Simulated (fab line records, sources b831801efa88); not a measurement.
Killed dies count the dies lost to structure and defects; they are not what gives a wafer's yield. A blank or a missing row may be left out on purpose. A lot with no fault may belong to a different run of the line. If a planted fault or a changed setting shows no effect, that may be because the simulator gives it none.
fab line records | flow gf180mcu
record lots=11 wafers=33 last-day=34
route steps=602 shown DNWELL@40 NWELL@52 M1@332 M2@376
lots that met no fault: from a run of the same line without faults
start-h: hours from the record's opening day to when the first of the lot's shown wafers began | wait-h: hours from the lot's prior step to this one | " the same as in the row above | L1.1+2: one row covering several wafers at once | - no value, or no start was given | * or withheld: withheld | < > ~ a bound
route shown NAME@n: a module of which the file shows steps, and the number in the route of the first | usual: mean/standard deviation taken from wafers without a fault | same: alike in all rows | chamber/n: place in a boat | sites: the reading at each site | _std_site: the standard deviation of these | _edge_site: outer sites' mean less inner sites' | radius-mm: for every site, how far away it sits from the centre of the wafer | mask NAME#n: copy n | behind: the last tool/chamber to shape the wafer | hold: why the lot was held/for how many hours/how that ended | device: whichever transistor did not switch (one of n, p or np) | end of line: the route-end tests of the same wafers | where a step has no rows: the recipe by itself | killed: dies lost to structure and defects at the first sort, not the wafer's yield | map: a wafer's dies, marking killed ones x, the rest . and places with no die _
set.NAME: setting as actually run; set.NAME@STEP: the setting as run at that earlier step | model.NAME: the simulator's own value behind a step, which no gauge read
one table for each step of the route and one row for each wafer, over a sample of lots
services: when a tool's chamber went out of use (start-h, in hours from the record's first day, below 0 if earlier), for how many hours, and the reason
## steps
# step GF_DNWELL_STRIP_08
# recipe chemistry=O2/N2 power-w=1400 pressure-mtorr=1500 platen-temp-c=250 o2-flow-sccm=3000 n2-flow-sccm=300 overash-fraction=0.5
# usual chamber-pressure-mTorr=1500.1/1.3 drypump-motor-current-A=5.7/0.4 heater-power-w=347/50 o2-flow-sccm=2999/8.9 oes-product-au=0.722/0.0045 strip-time-to-endpoint-s=36.97/0.11
# columns lot.wafer tool chamber start-h wait-h chamber-pressure-mTorr drypump-motor-current-A heater-power-w o2-flow-sccm oes-product-au rf-hours-counter-h strip-time-to-endpoint-s
L258.1 plasma-asher-01 1 81.21 0.1 1499.7 5.3 280 3001 0.721 43 37.00
L258.3 " 0 " " 1499.4 6.2 373 3004 0.723 - 37.02
L258.6 " 1 " " 1500.6 5.3 268 3001 0.714 - 36.97
L259.3 plasma-asher-02 0 85.09 0.1 - - - - - - -
L259.4 " 1 " " - - - - - - -
L259.5 " 1 " " - - - - - - -
L260.2 plasma-asher-03 0 94.19 0.1 - - - - - - -
L260.4 " 1 " " - - - - - - -
L260.6 " 0 " " - - - - - - -
L261.2 plasma-asher-01 0 98.51 0.1 - - - - - - -
L261.3 " 1 " " - - - - - - -
L261.6 " 1 " " - - - - - - -
L267.1 plasma-asher-01 1 127.65 0.1 1502.2 5.3 275 2991 0.731 48 37.00
L267.4 " 1 " " 1498.0 5.3 275 2984 0.720 - 37.12
L267.6 " 0 " " 1501.2 6.2 378 2994 0.722 - 37.12
L268.1 plasma-asher-01 0 132.89 0.1 1499.7 6.2 383 2989 0.715 49 36.89
L268.2 " 1 " " 1502.6 5.2 271 2985 0.728 49 36.94
L268.4 " 0 " " 1501.2 6.2 388 3006 0.725 - 36.91
L269.2 plasma-asher-01 1 139.06 0.1 1498.3 5.3 276 3003 0.724 49 36.86
L269.3 " 0 " " 1499.9 6.2 382 2986 0.723 - 36.75
L269.5 " 1 " " 1499.7 5.3 273 3002 0.726 - 36.85
L270.2 plasma-asher-01 0 143.50 0.1 1498.4 6.2 381 2991 0.719 50 37.15
L270.5 " 0 " " 1502.8 6.2 379 2997 0.727 - 37.12
L270.6 " 1 " " 1500.8 5.3 273 3035 0.716 - 37.02
L272.1 plasma-asher-03 1 153.99 0.1 1500.2 5.8 379 3008 0.729 4 37.07
L272.2 " 0 " " 1498.8 5.9 320 3010 0.722 4 37.16
L272.3 " 1 " " 1499.8 5.8 381 2987 0.722 - 37.04
L273.1 plasma-asher-01 0 160.44 0.1 1498.8 6.2 385 3002 0.722 52 37.01
L273.2 " 1 " " 1499.9 5.3 275 3005 0.724 52 36.98
L273.3 " 1 " " 1499.3 5.3 274 2997 0.730 - 36.90
L274.1 plasma-asher-03 1 164.51 0.1 1500.3 5.8 377 2990 0.733 5 36.99
L274.4 " 0 " " 1500.6 5.9 313 2990 0.727 - 36.95
L274.6 " 1 " " 1500.0 5.8 375 2992 0.720 - 37.02
# step GF_NWELL_STRIP_10
# recipe chemistry=O2/N2 power-w=1400 pressure-mtorr=1500 platen-temp-c=250 o2-flow-sccm=3000 n2-flow-sccm=300 overash-fraction=0.5
# usual chamber-pressure-mTorr=1499.8/1.4 drypump-motor-current-A=5.6/0.4 heater-power-w=348/53 o2-flow-sccm=3000/8.9 oes-product-au=0.722/0.0049 strip-time-to-endpoint-s=37.01/0.12
# columns lot.wafer tool chamber start-h wait-h chamber-pressure-mTorr drypump-motor-current-A heater-power-w o2-flow-sccm oes-product-au rf-hours-counter-h strip-time-to-endpoint-s
L258.1 plasma-asher-02 1 95.69 0.1 1499.4 5.8 423 3003 0.721 52 36.94
L258.3 " 0 " " 1501.8 5.0 379 2995 0.727 - 37.00
L258.6 " 0 " " 1499.4 5.0 372 2992 0.723 - 37.06
L259.3 plasma-asher-01 0 99.37 0.1 1499.0 6.2 377 3011 0.736 - 81.46
L259.4 " 1 " " 1500.2 5.3 275 2994 0.740 - 81.28
L259.5 " 0 " " 1499.6 6.2 376 3018 0.748 - 81.34
L260.2 plasma-asher-01 0 109.15 0.1 1497.3 6.2 387 3000 0.738 46 81.44
L260.4 " 0 " " 1501.0 6.2 383 3005 0.735 - 81.30
L260.6 " 0 " " 1498.7 6.2 385 2998 0.740 - 81.56
L261.2 plasma-asher-01 1 113.40 0.1 1500.9 5.3 275 3007 0.736 47 81.08
L261.3 " 0 " " 1498.5 6.2 387 3002 0.737 - 81.10
L261.6 " 1 " " 1501.7 5.3 257 2999 0.732 - 81.33
L267.1 plasma-asher-01 1 143.00 0.1 1500.7 5.3 279 2984 0.720 50 36.79
L267.4 " 0 " " 1500.8 6.2 380 2994 0.718 - 36.79
L267.6 " 1 " " 1498.5 5.3 274 2984 0.723 - 36.91
L268.1 plasma-asher-04 1 149.00 0.1 1500.9 5.7 310 3000 0.724 39 36.87
L268.2 " 0 " " 1499.8 5.7 322 2991 0.729 39 36.91
L268.4 " 1 " " 1499.5 5.7 304 2998 0.722 - 36.89
L269.2 plasma-asher-04 0 155.27 0.1 1500.5 5.7 328 3008 0.718 39 36.95
L269.3 " 0 " " 1500.3 5.7 327 3008 0.728 - 36.86
L269.5 " 0 " " 1502.5 5.6 332 3018 0.728 - 36.85
L270.2 plasma-asher-04 1 160.04 0.1 1501.4 5.7 307 3000 0.722 40 36.86
L270.5 " 1 " " 1500.3 5.6 302 3000 0.729 - 36.83
L270.6 " 0 " " 1502.2 5.7 324 3006 0.720 - 36.82
L272.1 plasma-asher-02 0 170.19 0.1 1501.2 5.0 388 2998 0.718 57 37.08
L272.2 " 1 " " 1499.4 5.8 415 3015 0.721 57 37.06
L272.3 " 0 " " 1498.4 5.0 387 2993 0.723 - 37.03
L273.1 plasma-asher-01 1 176.84 0.1 1502.0 5.3 268 2980 0.721 55 37.15
L273.2 " 0 " " 1499.3 6.2 383 2992 0.729 55 37.01
L273.3 " 1 " " 1500.1 5.3 269 2995 0.716 - 37.14
L274.1 plasma-asher-02 0 181.60 0.1 1498.5 5.0 391 3010 0.730 59 37.07
L274.4 " 0 " " 1501.3 5.0 376 2999 0.721 - 37.15
L274.6 " 1 " " 1500.8 5.8 416 3007 0.721 - 36.96
# step GF_NWELL_TW_MEAS_11
# usual NWELL_TW=1577/12
# columns lot.wafer tool chamber start-h wait-h hold NWELL_TW
L258.1 film-metro-03 - 95.79 0.1 - 1586
L258.3 " - " " - 1582
L258.6 " - " " - 1582
L259.3 film-metro-04 - 99.46 0.1 await-dispo/0.2h/release 30
L259.4 " - " " await-dispo/0.2h/release 30
L259.5 " - " " await-dispo/0.2h/release 30
L259.3 film-metro-04 - 99.71 0.2 - 30
L259.4 " - " " - 30
L259.5 " - " " - 30
L260.2 film-metro-03 - 109.26 0.1 await-dispo/0.2h/release 30
L260.4 " - " " await-dispo/0.2h/release 30
L260.6 " - " " await-dispo/0.2h/release 30
L260.2 film-metro-03 - 109.57 0.3 - 30
L260.4 " - " " - 30
L260.6 " - " " - 30
L261.2 film-metro-03 - 113.51 0.1 await-dispo/0.2h/release 30
L261.3 " - " " await-dispo/0.2h/release 30
L261.6 " - " " await-dispo/0.2h/release 30
L261.2 film-metro-03 - 113.74 0.2 - 30
L261.3 " - " " - 30
L261.6 " - " " - 30
L267.1 film-metro-04 - 143.10 0.1 - 1561
L267.4 " - " " - 1565
L267.6 " - " " - 1571
L268.1 film-metro-03 - 149.10 0.1 - 1590
L268.2 " - " " - 1590
L268.4 " - " " - 1590
L269.2 film-metro-03 - 155.38 0.1 - 1585
L269.3 " - " " - 1591
L269.5 " - " " - 1590
L270.2 film-metro-04 - 160.15 0.1 - 1553
L270.5 " - " " - 1560
L270.6 " - " " - 1551
L272.1 film-metro-01 - 170.29 0.1 - 1586
L272.2 " - " " - 1580
L272.3 " - " " - 1582
L273.1 film-metro-04 - 176.94 0.1 - 1574
L273.2 " - " " - 1573
L273.3 " - " " - 1579
L274.1 film-metro-01 - 181.70 0.1 - 1588
L274.4 " - " " - 1581
L274.6 " - " " - 1579
# step GF_M1_STRIP_17
# recipe chemistry=O2/N2 power-w=1400 pressure-mtorr=1500 platen-temp-c=250 o2-flow-sccm=3000 n2-flow-sccm=300 overash-fraction=0.5
# usual chamber-pressure-mTorr=1500.0/1.4 drypump-motor-current-A=5.6/0.33 heater-power-w=337/44 o2-flow-sccm=2998/9.7 oes-product-au=0.538/0.0048 strip-time-to-endpoint-s=7.41/0.061
# columns lot.wafer tool chamber start-h wait-h chamber-pressure-mTorr drypump-motor-current-A heater-power-w o2-flow-sccm oes-product-au rf-hours-counter-h strip-time-to-endpoint-s
L258.1 plasma-asher-04 1 467.09 0.2 1500.8 5.7 294 3001 0.545 71 7.45
L258.3 " 0 " " 1498.5 5.6 320 2995 0.536 - 7.42
L258.6 " 0 " " 1500.7 5.6 328 2996 0.540 - 7.46
L267.1 plasma-asher-02 0 535.25 0.1 1500.4 5.0 380 2991 0.542 10 7.46
L267.4 " 0 " " 1501.2 5.0 370 2992 0.543 - 7.46
L267.6 " 1 " " 1505.3 5.8 400 3014 0.537 - 7.47
L268.1 plasma-asher-02 1 542.21 0.1 1501.8 5.8 392 2994 0.537 11 7.46
L268.2 " 0 " " 1503.2 5.0 368 3008 0.541 11 7.48
L268.4 " 0 " " 1501.2 5.0 372 3003 0.533 - 7.42
L269.2 plasma-asher-04 1 550.61 0.1 1498.9 5.6 294 3005 0.540 79 7.39
L269.3 " 1 " " 1501.1 5.6 303 2992 0.544 - 7.44
L269.5 " 1 " " 1498.3 5.6 302 2995 0.532 - 7.38
L270.2 plasma-asher-01 0 554.83 0.1 1500.5 6.2 386 3015 0.534 96 7.39
L270.5 " 1 " " 1499.7 5.3 274 3000 0.540 - 7.42
L270.6 " 0 " " 1500.4 6.2 374 3016 0.532 - 7.51
L272.1 plasma-asher-02 0 573.46 0.1 1499.1 5.0 367 2993 0.539 14 7.41
L272.2 " 1 " " 1497.3 5.8 402 3000 0.539 14 7.46
L272.3 " 0 " " 1501.1 5.0 372 3000 0.538 - 7.46
L273.1 plasma-asher-01 1 580.66 0.1 1502.7 5.3 274 2997 0.543 99 7.33
L273.2 " 0 " " 1501.1 6.2 374 2983 0.536 99 7.31
L273.3 " 1 " " 1500.8 5.3 274 2988 0.532 - 7.36
L274.1 plasma-asher-04 0 585.04 0.1 1501.6 5.7 335 2997 0.545 83 7.55
L274.4 " 1 " " 1499.5 5.6 305 2993 0.536 - 7.44
L274.6 " 0 " " 1500.2 5.7 332 2988 0.546 - 7.46
# step GF_M2_CD_MEAS_14
# recipe target-cd-nm=280
# usual cd-nm=279.8/1.3
# columns lot.wafer tool chamber start-h wait-h cd-nm
L258.1 cd-sem-01 - 518.08 0.1 277.8
L258.3 " - " " 276.1
L258.6 " - " " 277.5
L267.1 cd-sem-01 - 582.84 0.1 278.8
L267.4 " - " " 279.6
L267.6 " - " " 279.4
L268.1 cd-sem-02 - 588.68 0.1 281.6
L268.2 " - " " 281.8
L268.4 " - " " 281.5
L269.2 cd-sem-02 - 597.46 0.1 280.6
L269.3 " - " " 281.4
L269.5 " - " " 282.4
L270.2 cd-sem-02 - 600.71 0.1 281.6
L270.5 " - " " 280.2
L270.6 " - " " 280.8
L272.1 cd-sem-01 - 618.83 0.1 279.4
L272.2 " - " " 279.4
L272.3 " - " " 279.1
L273.1 cd-sem-02 - 625.73 0.1 279.5
L273.2 " - " " 279.1
L273.3 " - " " 279.7
L274.1 cd-sem-02 - 629.63 0.1 281.6
L274.4 " - " " 281.4
L274.6 " - " " 280.0
# step GF_M2_OVL_MEAS_15
# usual M2_OVL=-2/4.8
# columns lot.wafer tool chamber start-h wait-h M2_OVL[nm]
L258.1 overlay-01 - 518.20 0.1 -1
L258.3 " - " " -3
L258.6 " - " " 2
L267.1 overlay-02 - 582.96 0.1 -3
L267.4 " - " " -13
L267.6 " - " " -12
L268.1 overlay-02 - 588.80 0.1 -6
L268.2 " - " " -7
L268.4 " - " " -2
L269.2 overlay-02 - 597.56 0.1 5
L269.3 " - " " -2
L269.5 " - " " -2
L270.2 overlay-01 - 600.81 0.1 -5
L270.5 " - " " -1
L270.6 " - " " -5
L272.1 overlay-01 - 618.95 0.1 2
L272.2 " - " " 4
L272.3 " - " " 2
L273.1 overlay-01 - 625.85 0.1 1
L273.2 " - " " -2
L273.3 " - " " 4
L274.1 overlay-02 - 629.75 0.1 1
L274.4 " - " " 1
L274.6 " - " " -8
## services
# columns tool chamber start-h hours kind
plasma-asher-01 - 63.52 2.8 repair
plasma-asher-03 - 108.79 9.0 pm
plasma-asher-03 0 108.79 9.0 vent-cycle
plasma-asher-03 1 108.79 9.0 vent-cycle
plasma-asher-03 - 108.84 3.5 repair
plasma-asher-03 0 117.79 - clean
plasma-asher-02 - 132.22 1.2 repair
plasma-asher-02 - 155.52 14.6 pm
plasma-asher-04 - 164.07 2.4 repair
plasma-asher-02 - 277.55 4.3 pm
plasma-asher-04 - 284.91 4.1 repair
plasma-asher-03 - 301.96 2.8 pm
plasma-asher-01 - 375.45 0.9 repair
plasma-asher-02 - 421.25 9.0 pm
plasma-asher-02 0 421.25 11.1 vent-cycle
plasma-asher-02 1 421.25 11.1 vent-cycle
plasma-asher-02 - 429.00 3.3 repair
plasma-asher-02 0 430.25 - clean
plasma-asher-02 1 430.25 - clean
plasma-asher-02 - 458.77 2.8 pm
plasma-asher-04 - 476.55 2.8 pm
plasma-asher-01 - 541.83 3.3 repair
plasma-asher-02 - 563.85 2.5 repair
plasma-asher-01 - 584.26 3.4 repair
## key
first-sign step=GF_DNWELL_STRIP_08 reading=tool-record direction=missing
effect step=GF_NWELL_STRIP_10 reading=strip-time-to-endpoint-s direction=up sigmas=99+ usual=* struck=*
effect step=GF_NWELL_TW_MEAS_11 reading=visit direction=added
effect step=GF_NWELL_TW_MEAS_11 reading=NWELL_TW direction=down sigmas=99+ usual=1577 struck=30
met-at GF_DNWELL_STRIP_08
struck-lots L259,L260,L261
scrapped-behind GF_NWELL_TW_MEAS_11 L259.3,L259.4,L259.5,L260.2,L260.4,L260.6,L261.2,L261.3,L261.6
not-acting-at GF_M1_STRIP_17,GF_M2_CD_MEAS_14,GF_M2_OVL_MEAS_15
onset-between 81.21 85.09
fault kind=skipped-step-whole tool=plasma-asher-01,plasma-asher-02,plasma-asher-03 chamber=- onset-h=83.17 steps=GF_DNWELL_STRIP_08 scope=struck-lots-only
